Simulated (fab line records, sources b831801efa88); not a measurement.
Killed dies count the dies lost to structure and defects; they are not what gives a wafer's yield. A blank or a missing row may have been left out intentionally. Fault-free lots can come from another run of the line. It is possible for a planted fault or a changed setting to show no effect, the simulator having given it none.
Struck lot and sound lot, side by side :: flow sky130 :: 15 steps out of a route of 708
Sound: these wafers, L209.2, L209.3, L209.4. Wafers L220.1, L220.4, L220.6 were the ones struck. The cause comes at the end.
For every step that has rows: the tool of each side, followed by ch and its chambers, followed by its first start. Under that, the readings that differ: sound wafers :: struck wafers :: difference of the means :: sigmas: that difference in standard deviations of wafers without a fault.
alike: same words and numbers on both sides, and readings whose means sit less than 2 such deviations apart. not compared: any withheld reading, any reading some wafer has no value for, any bound like >300 that may hide the same value, and any number with overlapping values for which the record gives no deviation.
Wherever a step has rows on one side only, a row that says differs or no value, or a row with sigmas, the two part there. When numbers do not overlap yet have no deviation, they are printed without sigmas and do not part them. A reading missing from all wafers of one side parts the sides only when that side holds two or more wafers.

SKY_VIA3_CMP_02: polishes SiO2.
  sound on cmp-02 ch 0,1,2, day 39 15:02; struck on cmp-01 ch 0,1,2, day 43 22:41
  alike: motor_current_A, retaining_ring_pressure_frac
SKY_VIA3_BOW_MEAS_03:
  sound on film_metro-02 at day 39 15:21; struck on film_metro-03 at day 43 22:53
  alike: VIA3_BOW
then, 8 steps without rows for these wafers: SKY_VIA3_DEHYDRATE_04 (time 60 s); SKY_VIA3_HMDS_05 (prime time 60 s); SKY_VIA3_COAT_06 (resist thk 60 nm); SKY_VIA3_COAT_07 (resist thk 450 nm); SKY_VIA3_SOFTBAKE_08 (time 90 s); SKY_VIA3_EXPOSE_09 (exposes mask VIM3, target cd 200 nm); SKY_VIA3_PEB_10; SKY_VIA3_DEVELOP_11 (develop time 60 s).
SKY_VIA3_CD_MEAS_12: target cd 200 nm.
  sound on cd_sem-02 at day 40 15:34; struck on cd_sem-01 at day 44 20:38
  alike: cd_nm
SKY_VIA3_OVL_MEAS_13:
  sound on overlay-02 at day 40 15:40; struck on overlay-01 at day 44 20:45
  alike: VIA3_OVL
SKY_VIA3_ETCH_14: etches BARC in N2/H2, stops on SiO2, time 45.9 s, target depth 60 nm.
  sound on rie_diel-01 ch 0,1,2, day 40 15:42; struck on rie_diel-01 ch 0,2, day 44 20:47
reading: bias_w (W)
sound: 100.5 100.0 100.3
struck: 90.3 90.0 89.9
difference: -10.2
sigmas: -33
  alike: drypump_motor_current_A, oes_product_au, rf_fwd_power_W, throttle_valve_pct
  not compared: rf_hours_counter_h
SKY_VIA3_ETCH_15: etches SiO2 in C4F8/O2/Ar, stops on TiN, target depth 507 nm, time 78 s.
  sound on rie_diel-01 ch 0,1,2, day 40 15:44; struck on rie_diel-01 ch 0,2, day 44 20:50
  alike: bias_w, oes_product_au, rf_fwd_power_W
  not compared: rf_hours_counter_h
-- the record jumps here: 5 days lie between the struck wafers' starts before and after (it left off in module VIA3 and takes up again in module PAD_OPEN, whose first step shown is number 708 of the route) --
SKY_PAD_OPEN_PROBE_99:
  sound on prober-01 at day 46 16:57; struck on prober-02 at day 50 02:40
  alike: defect_limited_yield, killed_at_M0_to_M3, killed_at_M4_up, killed_at_contacts, killed_at_front_end, killed_at_other, killed_dies, killed_open, killed_short, sort_bin_3_pad_short, sort_bin_5_function, sort_bin_6_memory, sort_n_pass, sort_yield_pct

## WHERE THEY PART
Only at SKY_VIA3_ETCH_14, as far as this record shows. Later steps at which nothing parts them and some readings are alike: SKY_VIA3_ETCH_15, SKY_PAD_OPEN_PROBE_99.

WHY: the cause the simulator had injected
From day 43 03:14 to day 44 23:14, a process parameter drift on rie_diel-01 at SKY_VIA3_ETCH_14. Setting bias_w shifted by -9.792 from 100. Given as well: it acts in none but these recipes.
